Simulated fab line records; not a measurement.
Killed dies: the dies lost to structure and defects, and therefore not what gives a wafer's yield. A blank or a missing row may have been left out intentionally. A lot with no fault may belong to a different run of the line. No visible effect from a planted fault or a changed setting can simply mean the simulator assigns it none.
The tool behind it: which one? :: flow sky130 :: 72 wafers from 24 lots sampled at 5 of the route's 708 steps

== WHAT THE GAUGES READ, wafer by wafer ==
SKY_VIA2_OVL_MEAS_13. Usual: for VIA2_OVL the level is -1 nm and the standard deviation is 5.1.
lot: L074
measured: day 36 16:59
on: overlay-02
VIA2_OVL (nm): -12 -10 -1
flag: 

lot: L075
measured: day 36 18:35
on: overlay-02
VIA2_OVL (nm): -3 0 -6
flag: 

lot: L076
measured: day 37 00:05
on: overlay-02
VIA2_OVL (nm): -7 -1 -10
flag: 

lot: L077
measured: day 37 10:59
on: overlay-01
VIA2_OVL (nm): 4 -7 -1
flag: 

lot: L078
measured: day 37 21:56
on: overlay-02
VIA2_OVL (nm): -2 0 0
flag: 

lot: L079
measured: day 38 03:13
on: overlay-02
VIA2_OVL (nm): -1 2 8
flag: 

lot: L080
measured: day 38 03:32
on: overlay-01
VIA2_OVL (nm): -3 7 -6
flag: 

lot: L081
measured: day 38 13:05
on: overlay-01
VIA2_OVL (nm): 3 0 7
flag: 

lot: L082
measured: day 38 21:33
on: overlay-02
VIA2_OVL (nm): -4 1 -1
flag: 

lot: L083
measured: day 39 05:37
on: overlay-02
VIA2_OVL (nm): 4 5 3
flag: 

lot: L084
measured: day 39 11:21
on: overlay-01
VIA2_OVL (nm): -1 0 -12
flag: 

lot: L085
measured: day 39 16:41
on: overlay-01
VIA2_OVL (nm): 5 11 7
flag: 

lot: L086
measured: day 39 22:17
on: overlay-01
VIA2_OVL (nm): 2 -1 -2
flag: 

lot: L089
measured: day 41 13:05
on: overlay-02
VIA2_OVL (nm): 1 7 1
flag: 

lot: L087
measured: day 41 15:17
on: overlay-02
VIA2_OVL (nm): -6 -3 -3
flag: 

lot: L088
measured: day 41 15:38
on: overlay-01
VIA2_OVL (nm): 1 -4 1
flag: 

lot: L090
measured: day 41 15:59
on: overlay-02
VIA2_OVL (nm): 7 -2 2
flag: 

lot: L091
measured: day 41 17:29
on: overlay-01
VIA2_OVL (nm): -1 -1 -9
flag: 

lot: L092
measured: day 41 19:27
on: overlay-02
VIA2_OVL (nm): -4 -6 5
flag: 

lot: L093
measured: day 41 22:19
on: overlay-02
VIA2_OVL (nm): -3 -11 -6
flag: 

lot: L094
measured: day 42 02:38
on: overlay-02
VIA2_OVL (nm): -7 -8 0
flag: 

lot: L095
measured: day 42 18:56
on: overlay-01
VIA2_OVL (nm): 5 3 -1
flag: 

lot: L096
measured: day 43 00:17
on: overlay-01
VIA2_OVL (nm): -1 -1 3
flag: 

lot: L097
measured: day 43 07:56
on: overlay-01
VIA2_OVL (nm): 4 7 4
flag: 

SKY_VIA3_THK_MEAS_01. Usual: for VIA3_HDPCVD_THK the level is 1627 nm and the standard deviation is 20.
lot: L074
measured: day 38 23:33
on: film-metro-02
VIA3_HDPCVD_THK (nm): 1651 1671 1674
flag: 

lot: L075
measured: day 39 00:59
on: film-metro-02
VIA3_HDPCVD_THK (nm): 1614 1603 1602
flag: 

lot: L076
measured: day 39 07:03
on: film-metro-01
VIA3_HDPCVD_THK (nm): 1629 1595 1633
flag: 

lot: L077
measured: day 39 17:41
on: film-metro-02
VIA3_HDPCVD_THK (nm): 1602 1608 1623
flag: 

lot: L078
measured: day 40 03:32
on: film-metro-02
VIA3_HDPCVD_THK (nm): 1641 1639 1615
flag: 

lot: L079
measured: day 40 08:01
on: film-metro-01
VIA3_HDPCVD_THK (nm): 1644 1660 1635
flag: 

lot: L080
measured: day 40 09:01
on: film-metro-03
VIA3_HDPCVD_THK (nm): 1608 1598 1602
flag: 

lot: L081
measured: day 40 18:50
on: film-metro-03
VIA3_HDPCVD_THK (nm): 1633 1599 1617
flag: 

lot: L082
measured: day 41 01:11
on: film-metro-02
VIA3_HDPCVD_THK (nm): 1594 1606 1626
flag: 

lot: L083
measured: day 41 10:59
on: film-metro-02
VIA3_HDPCVD_THK (nm): 1611 1633 1629
flag: 

lot: L084
measured: day 41 16:13
on: film-metro-03
VIA3_HDPCVD_THK (nm): 1661 1632 1624
flag: 

lot: L085
measured: day 41 20:55
on: film-metro-02
VIA3_HDPCVD_THK (nm): 1615 1634 1630
flag: 

lot: L086
measured: day 42 02:47
on: film-metro-01
VIA3_HDPCVD_THK (nm): 1613 1641 1612
flag: 

lot: L089
measured: day 43 16:10
on: film-metro-02
VIA3_HDPCVD_THK (nm): 1586 1592 1625
flag: 

lot: L087
measured: day 43 19:35
on: film-metro-02
VIA3_HDPCVD_THK (nm): 1633 1633 1653
flag: 

lot: L088
measured: day 43 19:48
on: film-metro-03
VIA3_HDPCVD_THK (nm): 1640 1654 1653
flag: 

lot: L090
measured: day 43 19:58
on: film-metro-02
VIA3_HDPCVD_THK (nm): 1595 1599 1617
flag: 

lot: L091
measured: day 43 20:59
on: film-metro-01
VIA3_HDPCVD_THK (nm): 1662 1624 1634
flag: 

lot: L092
measured: day 43 22:32
on: film-metro-01
VIA3_HDPCVD_THK (nm): 1655 1631 1651
flag: 

lot: L093
measured: day 44 00:11
on: film-metro-03
VIA3_HDPCVD_THK (nm): 1618 1615 1637
flag: 

lot: L094
measured: day 44 04:15
on: film-metro-01
VIA3_HDPCVD_THK (nm): 1674 1646 1624
flag: 

lot: L095
measured: day 44 21:40
on: film-metro-03
VIA3_HDPCVD_THK (nm): 1597 1630 1645
flag: 

lot: L096
measured: day 45 00:53
on: film-metro-01
VIA3_HDPCVD_THK (nm): 1642 1627 1643
flag: 

lot: L097
measured: day 45 07:59
on: film-metro-02
VIA3_HDPCVD_THK (nm): 1653 1624 1609
flag: 

== TOOL THAT RAN EACH LOT (tool first, then ch and the chambers of the sampled wafers, then the start) ==
lot: L074
SKY_VIA2_ETCH_14: rie-diel-01 ch 0,1,2, day 36 17:01
SKY_METAL3_SPUTTER_04: pvd-sputter-02, day 36 18:31
SKY_CAPM_METAL_ETCH_13: rie-metal-04 ch 0,1, day 37 20:42

lot: L075
SKY_VIA2_ETCH_14: rie-diel-01 ch 1,2, day 36 18:37
SKY_METAL3_SPUTTER_04: pvd-sputter-04, day 36 20:08
SKY_CAPM_METAL_ETCH_13: rie-metal-02 ch 0,1, day 37 21:51

lot: L076
SKY_VIA2_ETCH_14: rie-diel-01 ch 1,3, day 37 00:07
SKY_METAL3_SPUTTER_04: pvd-sputter-04, day 37 01:36
SKY_CAPM_METAL_ETCH_13: rie-metal-02 ch 0,1, day 38 03:45

lot: L077
SKY_VIA2_ETCH_14: rie-diel-02 ch 0,1,3, day 37 11:01
SKY_METAL3_SPUTTER_04: pvd-sputter-04, day 37 12:29
SKY_CAPM_METAL_ETCH_13: rie-metal-01 ch 0,1, day 38 14:12

lot: L078
SKY_VIA2_ETCH_14: rie-diel-03 ch 0,2,3, day 37 21:58
SKY_METAL3_SPUTTER_04: pvd-sputter-03, day 37 23:26
SKY_CAPM_METAL_ETCH_13: rie-metal-02 ch 0,1, day 39 01:06

lot: L079
SKY_VIA2_ETCH_14: rie-diel-01 ch 0,1,2, day 38 03:15
SKY_METAL3_SPUTTER_04: pvd-sputter-04, day 38 04:48
SKY_CAPM_METAL_ETCH_13: rie-metal-02 ch 0, day 39 06:00

lot: L080
SKY_VIA2_ETCH_14: rie-diel-03 ch 0,2, day 38 03:34
SKY_METAL3_SPUTTER_04: pvd-sputter-03, day 38 05:05
SKY_CAPM_METAL_ETCH_13: rie-metal-04 ch 0,1, day 39 06:18

lot: L081
SKY_VIA2_ETCH_14: rie-diel-01 ch 0,1, day 38 13:07
SKY_METAL3_SPUTTER_04: pvd-sputter-04, day 38 14:36
SKY_CAPM_METAL_ETCH_13: rie-metal-04 ch 0,1, day 39 16:15

lot: L082
SKY_VIA2_ETCH_14: rie-diel-03 ch 0,1,3, day 38 21:34
SKY_METAL3_SPUTTER_04: pvd-sputter-02, day 38 23:11
SKY_CAPM_METAL_ETCH_13: rie-metal-02 ch 0,1, day 39 23:32

lot: L083
SKY_VIA2_ETCH_14: rie-diel-01 ch 0,3, day 39 05:39
SKY_METAL3_SPUTTER_04: pvd-sputter-02, day 39 07:07
SKY_CAPM_METAL_ETCH_13: rie-metal-02 ch 0,1, day 40 08:06

lot: L084
SKY_VIA2_ETCH_14: rie-diel-01 ch 0,1,3, day 39 11:22
SKY_METAL3_SPUTTER_04: pvd-sputter-03, day 39 12:52
SKY_CAPM_METAL_ETCH_13: rie-metal-04 ch 0,1, day 40 13:22

lot: L085
SKY_VIA2_ETCH_14: rie-diel-02 ch 1,2, day 39 16:43
SKY_METAL3_SPUTTER_04: pvd-sputter-03, day 39 18:11
SKY_CAPM_METAL_ETCH_13: rie-metal-02 ch 0, day 40 18:39

lot: L086
SKY_VIA2_ETCH_14: rie-diel-03 ch 0,1,2, day 39 22:19
SKY_METAL3_SPUTTER_04: pvd-sputter-04, day 39 23:50
SKY_CAPM_METAL_ETCH_13: rie-metal-04 ch 0,1, day 41 00:21

lot: L089
SKY_VIA2_ETCH_14: rie-diel-03 ch 0,2,3, day 41 13:07
SKY_METAL3_SPUTTER_04: pvd-sputter-02, day 41 14:42
SKY_CAPM_METAL_ETCH_13: rie-metal-02 ch 0,1, day 42 14:36

lot: L087
SKY_VIA2_ETCH_14: rie-diel-03 ch 0,2, day 41 15:19
SKY_METAL3_SPUTTER_04: pvd-sputter-02, day 41 17:48
SKY_CAPM_METAL_ETCH_13: rie-metal-04 ch 0,1, day 42 17:15

lot: L088
SKY_VIA2_ETCH_14: rie-diel-02 ch 0,1,3, day 41 15:40
SKY_METAL3_SPUTTER_04: pvd-sputter-04, day 41 18:06
SKY_CAPM_METAL_ETCH_13: rie-metal-02 ch 0,1, day 42 17:51

lot: L090
SKY_VIA2_ETCH_14: rie-diel-01 ch 1,2, day 41 16:01
SKY_METAL3_SPUTTER_04: pvd-sputter-04, day 41 18:24
SKY_CAPM_METAL_ETCH_13: rie-metal-01 ch 0,1, day 42 18:09

lot: L091
SKY_VIA2_ETCH_14: rie-diel-02 ch 0,1,3, day 41 17:31
SKY_METAL3_SPUTTER_04: pvd-sputter-02, day 41 19:36
SKY_CAPM_METAL_ETCH_13: rie-metal-04 ch 0,1, day 42 19:24

lot: L092
SKY_VIA2_ETCH_14: rie-diel-03 ch 1,2,3, day 41 19:28
SKY_METAL3_SPUTTER_04: pvd-sputter-04, day 41 20:57
SKY_CAPM_METAL_ETCH_13: rie-metal-01 ch 0,1, day 42 20:37

lot: L093
SKY_VIA2_ETCH_14: rie-diel-01 ch 0,1,2, day 41 22:21
SKY_METAL3_SPUTTER_04: pvd-sputter-04, day 41 23:50
SKY_CAPM_METAL_ETCH_13: rie-metal-02 ch 0,1, day 42 23:36

lot: L094
SKY_VIA2_ETCH_14: rie-diel-01 ch 1,2, day 42 02:40
SKY_METAL3_SPUTTER_04: pvd-sputter-02, day 42 04:08
SKY_CAPM_METAL_ETCH_13: rie-metal-04 ch 0,1, day 43 04:10

lot: L095
SKY_VIA2_ETCH_14: rie-diel-02 ch 0,1,2, day 42 18:58
SKY_METAL3_SPUTTER_04: pvd-sputter-02, day 42 20:27
SKY_CAPM_METAL_ETCH_13: rie-metal-02 ch 0,1, day 43 20:48

lot: L096
SKY_VIA2_ETCH_14: rie-diel-03 ch 1,2,3, day 43 00:18
SKY_METAL3_SPUTTER_04: pvd-sputter-04, day 43 01:47
SKY_CAPM_METAL_ETCH_13: rie-metal-02 ch 0,1, day 44 00:50

lot: L097
SKY_VIA2_ETCH_14: rie-diel-01 ch 0,3, day 43 07:58
SKY_METAL3_SPUTTER_04: pvd-sputter-03, day 43 09:29
SKY_CAPM_METAL_ETCH_13: rie-metal-04 ch 0,1, day 44 08:27
- SKY_VIA2_ETCH_14: etches BARC in N2/H2, stops on SiO2, time 45.9 s, target depth 60 nm.
- SKY_METAL3_SPUTTER_04: material TiN, target thk 70 nm, time 58.3 s.
- SKY_CAPM_METAL_ETCH_13: etches TiN in Cl2/BCl3, stops on SiO2, target depth 220 nm, time 62.9 s.

== AS READ BY THE TOOLS THEMSELVES (means over the sampled wafers that have a number; for cases with no such wafer, the mark the record gives instead) ==
SKY_VIA2_ETCH_14. Usual: drypump-motor-current-A 5.6 A, standard deviation 0.48; oes-product-au 0.854 a.u., standard deviation 0.0048; throttle-valve-pct 13.225 %, standard deviation 0.0097.
lot: L074
tool: rie-diel-01
drypump-motor-current-A (A): 5.6
oes-product-au (a.u.): 0.860
throttle-valve-pct (%): 13.225
flag: 

lot: L075
tool: rie-diel-01
drypump-motor-current-A (A): 5.9
oes-product-au (a.u.): 0.853
throttle-valve-pct (%): 13.228
flag: 

lot: L076
tool: rie-diel-01
drypump-motor-current-A (A): 5.2
oes-product-au (a.u.): 0.853
throttle-valve-pct (%): 13.229
flag: 

lot: L077
tool: rie-diel-02
drypump-motor-current-A (A): 5.7
oes-product-au (a.u.): 0.853
throttle-valve-pct (%): 13.217
flag: 

lot: L078
tool: rie-diel-03
drypump-motor-current-A (A): 5.8
oes-product-au (a.u.): 0.856
throttle-valve-pct (%): 13.219
flag: 

lot: L079
tool: rie-diel-01
drypump-motor-current-A (A): 5.6
oes-product-au (a.u.): 0.852
throttle-valve-pct (%): 13.227
flag: 

lot: L080
tool: rie-diel-03
drypump-motor-current-A (A): 5.8
oes-product-au (a.u.): 0.862
throttle-valve-pct (%): 13.224
flag: 

lot: L081
tool: rie-diel-01
drypump-motor-current-A (A): 5.4
oes-product-au (a.u.): 0.852
throttle-valve-pct (%): 13.228
flag: 

lot: L082
tool: rie-diel-03
drypump-motor-current-A (A): 5.8
oes-product-au (a.u.): 0.859
throttle-valve-pct (%): 13.224
flag: 

lot: L083
tool: rie-diel-01
drypump-motor-current-A (A): 5.1
oes-product-au (a.u.): 0.858
throttle-valve-pct (%): 13.222
flag: 

lot: L084
tool: rie-diel-01
drypump-motor-current-A (A): 5.2
oes-product-au (a.u.): 0.855
throttle-valve-pct (%): 13.229
flag: 

lot: L085
tool: rie-diel-02
drypump-motor-current-A (A): 5.3
oes-product-au (a.u.): 0.855
throttle-valve-pct (%): 13.227
flag: 

lot: L086
tool: rie-diel-03
drypump-motor-current-A (A): 5.8
oes-product-au (a.u.): 0.856
throttle-valve-pct (%): 13.224
flag: 

lot: L089
tool: rie-diel-03
drypump-motor-current-A (A): 5.8
oes-product-au (a.u.): 0.855
throttle-valve-pct (%): 13.220
flag: 

lot: L087
tool: rie-diel-03
drypump-motor-current-A (A): 5.8
oes-product-au (a.u.): 0.854
throttle-valve-pct (%): 13.230
flag: 

lot: L088
tool: rie-diel-02
drypump-motor-current-A (A): 5.7
oes-product-au (a.u.): 0.857
throttle-valve-pct (%): 13.222
flag: 

lot: L090
tool: rie-diel-01
drypump-motor-current-A (A): 5.9
oes-product-au (a.u.): 0.854
throttle-valve-pct (%): 13.211
flag: 

lot: L091
tool: rie-diel-02
drypump-motor-current-A (A): 5.7
oes-product-au (a.u.): 0.850
throttle-valve-pct (%): 13.231
flag: 

lot: L092
tool: rie-diel-03
drypump-motor-current-A (A): 6.1
oes-product-au (a.u.): 0.853
throttle-valve-pct (%): 13.226
flag: 

lot: L093
tool: rie-diel-01
drypump-motor-current-A (A): 5.6
oes-product-au (a.u.): 0.852
throttle-valve-pct (%): 13.232
flag: 

lot: L094
tool: rie-diel-01
drypump-motor-current-A (A): 5.9
oes-product-au (a.u.): 0.859
throttle-valve-pct (%): 13.223
flag: 

lot: L095
tool: rie-diel-02
drypump-motor-current-A (A): 5.3
oes-product-au (a.u.): 0.851
throttle-valve-pct (%): 13.219
flag: 

lot: L096
tool: rie-diel-03
drypump-motor-current-A (A): 6.1
oes-product-au (a.u.): 0.854
throttle-valve-pct (%): 13.222
flag: 

lot: L097
tool: rie-diel-01
drypump-motor-current-A (A): 5.1
oes-product-au (a.u.): 0.849
throttle-valve-pct (%): 13.224
flag: 

SKY_METAL3_SPUTTER_04. Usual: 29.6 % for throttle-valve-pct, sd 0.71.
lot: L074
tool: pvd-sputter-02
throttle-valve-pct (%): 30.4
flag: 

lot: L075
tool: pvd-sputter-04
throttle-valve-pct (%): 29.5
flag: 

lot: L076
tool: pvd-sputter-04
throttle-valve-pct (%): 29.1
flag: 

lot: L077
tool: pvd-sputter-04
throttle-valve-pct (%): 29.7
flag: 

lot: L078
tool: pvd-sputter-03
throttle-valve-pct (%): 28.9
flag: 

lot: L079
tool: pvd-sputter-04
throttle-valve-pct (%): 29.3
flag: 

lot: L080
tool: pvd-sputter-03
throttle-valve-pct (%): 28.8
flag: 

lot: L081
tool: pvd-sputter-04
throttle-valve-pct (%): 30.0
flag: 

lot: L082
tool: pvd-sputter-02
throttle-valve-pct (%): 30.0
flag: 

lot: L083
tool: pvd-sputter-02
throttle-valve-pct (%): 30.6
flag: 

lot: L084
tool: pvd-sputter-03
throttle-valve-pct (%): 29.2
flag: 

lot: L085
tool: pvd-sputter-03
throttle-valve-pct (%): 29.4
flag: 

lot: L086
tool: pvd-sputter-04
throttle-valve-pct (%): 29.4
flag: 

lot: L089
tool: pvd-sputter-02
throttle-valve-pct (%): 30.3
flag: 

lot: L087
tool: pvd-sputter-02
throttle-valve-pct (%): 30.5
flag: 

lot: L088
tool: pvd-sputter-04
throttle-valve-pct (%): 29.6
flag: 

lot: L090
tool: pvd-sputter-04
throttle-valve-pct (%): 29.7
flag: 

lot: L091
tool: pvd-sputter-02
throttle-valve-pct (%): 30.3
flag: 

lot: L092
tool: pvd-sputter-04
throttle-valve-pct (%): 29.6
flag: 

lot: L093
tool: pvd-sputter-04
throttle-valve-pct (%): 29.7
flag: 

lot: L094
tool: pvd-sputter-02
throttle-valve-pct (%): 30.7
flag: 

lot: L095
tool: pvd-sputter-02
throttle-valve-pct (%): 30.1
flag: 

lot: L096
tool: pvd-sputter-04
throttle-valve-pct (%): 29.1
flag: 

lot: L097
tool: pvd-sputter-03
throttle-valve-pct (%): 29.2
flag: 

SKY_CAPM_METAL_ETCH_13. Usual: drypump-motor-current-A 5.48 A, standard deviation 0.22; mfc-cl2-sccm 59.98 sccm, standard deviation 0.17; oes-product-au 0.941 a.u., standard deviation 0.0088; throttle-valve-pct 21.902 %, standard deviation 0.0088.
lot: L074
tool: rie-metal-04
drypump-motor-current-A (A): 5.35
mfc-cl2-sccm (sccm): 59.79
oes-product-au (a.u.): 0.929
throttle-valve-pct (%): 21.904
flag: 

lot: L075
tool: rie-metal-02
drypump-motor-current-A (A): 5.63
mfc-cl2-sccm (sccm): 59.82
oes-product-au (a.u.): 0.950
throttle-valve-pct (%): 21.902
flag: 

lot: L076
tool: rie-metal-02
drypump-motor-current-A (A): 5.64
mfc-cl2-sccm (sccm): 60.18
oes-product-au (a.u.): 0.943
throttle-valve-pct (%): 21.903
flag: 

lot: L077
tool: rie-metal-01
drypump-motor-current-A (A): 5.37
mfc-cl2-sccm (sccm): 59.82
oes-product-au (a.u.): 0.938
throttle-valve-pct (%): 21.906
flag: 

lot: L078
tool: rie-metal-02
drypump-motor-current-A (A): 5.63
mfc-cl2-sccm (sccm): 60.04
oes-product-au (a.u.): 0.943
throttle-valve-pct (%): 21.892
flag: 

lot: L079
tool: rie-metal-02
drypump-motor-current-A (A): 5.69
mfc-cl2-sccm (sccm): 60.09
oes-product-au (a.u.): 0.939
throttle-valve-pct (%): 21.905
flag: 

lot: L080
tool: rie-metal-04
drypump-motor-current-A (A): 5.34
mfc-cl2-sccm (sccm): 60.11
oes-product-au (a.u.): 0.938
throttle-valve-pct (%): 21.907
flag: 

lot: L081
tool: rie-metal-04
drypump-motor-current-A (A): 5.32
mfc-cl2-sccm (sccm): 59.85
oes-product-au (a.u.): 0.939
throttle-valve-pct (%): 21.906
flag: 

lot: L082
tool: rie-metal-02
drypump-motor-current-A (A): 5.64
mfc-cl2-sccm (sccm): 59.95
oes-product-au (a.u.): 0.953
throttle-valve-pct (%): 21.895
flag: 

lot: L083
tool: rie-metal-02
drypump-motor-current-A (A): 5.64
mfc-cl2-sccm (sccm): 59.99
oes-product-au (a.u.): 0.933
throttle-valve-pct (%): 21.903
flag: 

lot: L084
tool: rie-metal-04
drypump-motor-current-A (A): 5.34
mfc-cl2-sccm (sccm): 60.00
oes-product-au (a.u.): 0.939
throttle-valve-pct (%): 21.900
flag: 

lot: L085
tool: rie-metal-02
drypump-motor-current-A (A): 5.67
mfc-cl2-sccm (sccm): 60.05
oes-product-au (a.u.): 0.938
throttle-valve-pct (%): 21.909
flag: 

lot: L086
tool: rie-metal-04
drypump-motor-current-A (A): 5.32
mfc-cl2-sccm (sccm): 59.83
oes-product-au (a.u.): 0.948
throttle-valve-pct (%): 21.895
flag: 

lot: L089
tool: rie-metal-02
drypump-motor-current-A (A): 5.68
mfc-cl2-sccm (sccm): 60.02
oes-product-au (a.u.): 0.932
throttle-valve-pct (%): 21.901
flag: 

lot: L087
tool: rie-metal-04
drypump-motor-current-A (A): 5.35
mfc-cl2-sccm (sccm): 59.71
oes-product-au (a.u.): 0.940
throttle-valve-pct (%): 21.897
flag: 

lot: L088
tool: rie-metal-02
drypump-motor-current-A (A): 5.65
mfc-cl2-sccm (sccm): 59.93
oes-product-au (a.u.): 0.943
throttle-valve-pct (%): 21.894
flag: 

lot: L090
tool: rie-metal-01
drypump-motor-current-A (A): 5.37
mfc-cl2-sccm (sccm): 60.09
oes-product-au (a.u.): 0.940
throttle-valve-pct (%): 21.902
flag: 

lot: L091
tool: rie-metal-04
drypump-motor-current-A (A): 5.34
mfc-cl2-sccm (sccm): 59.96
oes-product-au (a.u.): 0.935
throttle-valve-pct (%): 21.904
flag: 

lot: L092
tool: rie-metal-01
drypump-motor-current-A (A): 5.36
mfc-cl2-sccm (sccm): 60.05
oes-product-au (a.u.): 0.939
throttle-valve-pct (%): 21.900
flag: 

lot: L093
tool: rie-metal-02
drypump-motor-current-A (A): 5.62
mfc-cl2-sccm (sccm): 59.84
oes-product-au (a.u.): 0.947
throttle-valve-pct (%): 21.900
flag: 

lot: L094
tool: rie-metal-04
drypump-motor-current-A (A): 5.33
mfc-cl2-sccm (sccm): 60.04
oes-product-au (a.u.): 0.950
throttle-valve-pct (%): 21.909
flag: 

lot: L095
tool: rie-metal-02
drypump-motor-current-A (A): 5.66
mfc-cl2-sccm (sccm): 59.96
oes-product-au (a.u.): 0.942
throttle-valve-pct (%): 21.906
flag: 

lot: L096
tool: rie-metal-02
drypump-motor-current-A (A): 5.65
mfc-cl2-sccm (sccm): 60.09
oes-product-au (a.u.): 0.941
throttle-valve-pct (%): 21.898
flag: 

lot: L097
tool: rie-metal-04
drypump-motor-current-A (A): 5.33
mfc-cl2-sccm (sccm): 60.07
oes-product-au (a.u.): 0.948
throttle-valve-pct (%): 21.901
flag: 

== THE ANSWER, worked out from the rows above alone ==
Rule: a lot is off if the mean of its wafers that have a number lies more than 3 standard deviations from the usual mean. A lot without any number at a reading at which 4 lots or more have one is off too. All remaining lots with rows at the step are treated as sound. Order of review: gauges by route order, followed by the tools' own readings, for which a lot's mean as printed above is used. The first step at which some lot is off is used, and at that step the reading that is off furthest; a lot without a number counts as furthest.
No lot is off at any reading shown: from this, nothing can be told.

== WHAT THE SIMULATOR HAD INSERTED ==
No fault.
